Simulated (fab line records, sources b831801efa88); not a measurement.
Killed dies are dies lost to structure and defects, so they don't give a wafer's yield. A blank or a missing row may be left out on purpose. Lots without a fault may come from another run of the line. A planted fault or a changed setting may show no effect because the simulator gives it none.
Chamber matching | flow sky130 | SKY_CONTACT_CVD_00 on pecvd-03: 3 sister chambers
The step deposits Si3N4, target thk 75 nm. 3 wafers are shown with their chamber, then 12 later ones without.

WAFERS WITH THEIR CHAMBER
wafer  | chamber | heater_power_w (W)
L082.6 | 1       | 735
L091.1 | 0       | 594
L091.5 | 2       | 685

WAFERS WITHOUT THEIR CHAMBER
wafer  | heater_power_w (W)
L090.2 | 534
L090.3 | 545
L090.5 | 553
L093.1 | 652
L093.2 | 776
L093.3 | 616
L093.4 | 757
L093.5 | 680
L093.6 | 510
L096.2 | 772
L096.4 | 780
L096.6 | 687

WHICH CHAMBER EACH WENT THROUGH
wafer  | from the rows above          | in truth
L090.2 | 0                            | 0
L090.3 | 0                            | 0
L090.5 | 0                            | 0
L093.1 | can't be placed: 2 or 0 or 1 | 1
L093.2 | can't be placed: 1 or 2      | 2
L093.3 | can't be placed: 0 or 2      | 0
L093.4 | can't be placed: 1 or 2      | 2
L093.5 | can't be placed: 2 or 1 or 0 | 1
L093.6 | 0                            | 0
L096.2 | can't be placed: 1 or 2      | 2
L096.4 | can't be placed: 1 or 2      | 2
L096.6 | can't be placed: 2 or 1      | 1
Placed correctly: 4 of 12. Can't be placed from these rows: 8 (the true chamber is among the candidates in 8). Placed wrongly: 0.
How it was worked out, from the rows above alone: a wafer's distance from a chamber is the root of the sum, over the readings, of the square of ((its reading less the chamber's mean) divided by the reading's scatter). The wafer belongs to the nearest chamber; if the next one is less than 2 further off, it can't be placed. A chamber's mean is the mean of its shown wafers. The scatter: with one shown wafer a chamber, the root of the mean of the squares of how far each hidden wafer lies from its nearest shown one.
